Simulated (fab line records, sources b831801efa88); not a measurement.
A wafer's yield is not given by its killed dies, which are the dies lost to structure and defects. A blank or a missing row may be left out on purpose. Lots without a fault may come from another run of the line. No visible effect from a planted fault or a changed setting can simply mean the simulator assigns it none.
A struck lot beside a sound one | flow gf180mcu | 20 out of 602 route steps
Sound: wafers L936.1, L936.2, L936.5. Wafers L940.1, L940.3, L940.5 were the ones struck. The cause comes at the end.
For every step that has rows: the tool of each side, followed by ch and its chambers, followed by its first start. Under that, the readings that differ: sound wafers | struck wafers | difference of the means | sigmas: that difference in standard deviations of wafers without a fault.
alike: readings whose means differ by less than 2 such deviations, and words and numbers that are the same on both sides. not compared: withheld readings, readings that some wafer has no value for, bounds like >300 that may hide the same value, and numbers for which the record gives no deviation and whose values overlap.
Wherever a step has rows on one side only, a row that says differs or no value, or a row with sigmas, the two part there. Non-overlapping numbers with no deviation appear without sigmas and do not part them. A reading missing from all wafers of one side parts the sides only when that side holds two or more wafers.

GF_V5_CMP_26: polishes, stops on SiO2, t overpolish 15 s, target thk 0 nm.
  sound on cmp-01 ch 1,2, day 28 21:10; struck on cmp-01 ch 1,2,3, day 30 00:25
  alike: motorCurrentA, overpolishRunS, timeToEndpointS
GF_TOP_METAL_SPUTTER_00: material Ti, target thk 37.5 nm, time 150 s.
  sound: pvdSputter-02 at day 28 21:25; struck: pvdSputter-01 at day 30 00:37
  alike: chamberPressurePa, throttleValvePct
GF_TOP_METAL_SPUTTER_01: material TiN, target thk 30 nm, time 25 s.
  sound: pvdSputter-02 at day 28 21:31; struck: pvdSputter-01 at day 30 00:43
  alike: chamberPressurePa, throttleValvePct
then, 2 steps without rows for these wafers: GF_TOP_METAL_SPUTTER_02 (material AlCu, target thk 900 nm, time 47.82 s); GF_TOP_METAL_SPUTTER_03 (material Ti, target thk 5 nm, time 3.3 s).
GF_TOP_METAL_SPUTTER_04: material TiN, target thk 25 nm, time 20.8 s.
  sound: pvdSputter-02 at day 28 21:36; struck: pvdSputter-01 at day 30 00:49
  alike: chamberPressurePa, throttleValvePct
GF_TOP_METAL_RS_MEAS_05: the measuring method here is four-point-probe.
  sound: filmMetro-03 at day 28 21:38; struck: filmMetro-02 at day 30 00:50
reading                    | sound                | struck               | difference | sigmas
TOP_METAL_ALCU_RS (ohm/sq) | 0.0336 0.0331 0.0331 | 0.0317 0.0320 0.0320 | -0.0014    | -3
GF_TOP_METAL_THK_MEAS_06: measures by xrf.
  sound: filmMetro-03 at day 28 21:45; struck: filmMetro-02 at day 30 00:58
reading                 | sound       | struck      | difference | sigmas
TOP_METAL_ALCU_THK (nm) | 890 900 898 | 953 946 944 | +52        | +3
then, 4 steps without rows for these wafers: GF_TOP_METAL_DEHYDRATE_07 (time 60 s); GF_TOP_METAL_HMDS_08 (prime time 60 s); GF_TOP_METAL_COAT_09 (resist thk 1500 nm); GF_TOP_METAL_SOFTBAKE_10 (time 60 s).
GF_TOP_METAL_EXPOSE_11: exposes mask MetalTop, target cd 440 nm.
  sound on ilineStepper-02 ch 0, day 29 07:12; struck on ilineStepper-01 ch 0, day 30 10:33
  alike: mask
then, 2 steps without rows for these wafers: GF_TOP_METAL_PEB_12; GF_TOP_METAL_DEVELOP_13 (develop time 60 s).
GF_TOP_METAL_CD_MEAS_14: the cd target is 440 nm.
  sound: cdSem-02 at day 29 16:36; struck: cdSem-01 at day 30 19:01
reading   | sound             | struck            | difference | sigmas
cdNm (nm) | 438.6 442.3 440.5 | 431.4 428.8 424.9 | -12.1      | -5
GF_TOP_METAL_OVL_MEAS_15:
  sound: overlay-02 at day 29 16:43; struck: overlay-02 at day 30 19:08
reading            | sound        | struck         | difference | sigmas
TOP_METAL_OVL (nm) | 0.8 1.4 -0.4 | -2.0 -2.3 -1.8 | -2.6       | -2
GF_TOP_METAL_METAL_ETCH_16: etches the open film in Cl2/BCl3, stops on SiO2, target depth 1077.5 nm, time 179.6 s.
  sound on rieMetal-01 ch 0,1, day 29 16:46; struck on rieMetal-03 ch 0,1, day 30 19:11
reading              | sound                | struck               | difference | sigmas
oesProductAu (a.u.)  | 0.951 0.962 0.963    | 0.984 0.971 0.979    | +0.019     | +2
throttleValvePct (%) | 28.271 28.263 28.269 | 28.243 28.240 28.253 | -0.022     | -2
  alike: drypumpMotorCurrentA
  not compared: rfHoursCounterH, model.TOP_METAL.cdNm
GF_TOP_METAL_STRIP_17: strips in O2/N2.
  sound on plasmaAsher-03 ch 0,1, day 29 16:56; struck on plasmaAsher-01 ch 0,1, day 30 19:21
  alike: drypumpMotorCurrentA, heaterPowerW, oesProductAu, stripTimeToEndpointS
  not compared: rfHoursCounterH
GF_PASSIVATION_PROBE_99:
  sound: prober-02 at day 30 13:29; struck: prober-02 at day 31 15:37
  not compared: model.etest.metTop.widthNm, model.etest.metTop.lineOhmUm

## WHERE THEY PART
First at GF_TOP_METAL_RS_MEAS_05; last, within this record, at GF_TOP_METAL_METAL_ETCH_16. Later steps at which nothing parts them and some readings are alike: GF_TOP_METAL_STRIP_17.

WHY: what the simulator had put in
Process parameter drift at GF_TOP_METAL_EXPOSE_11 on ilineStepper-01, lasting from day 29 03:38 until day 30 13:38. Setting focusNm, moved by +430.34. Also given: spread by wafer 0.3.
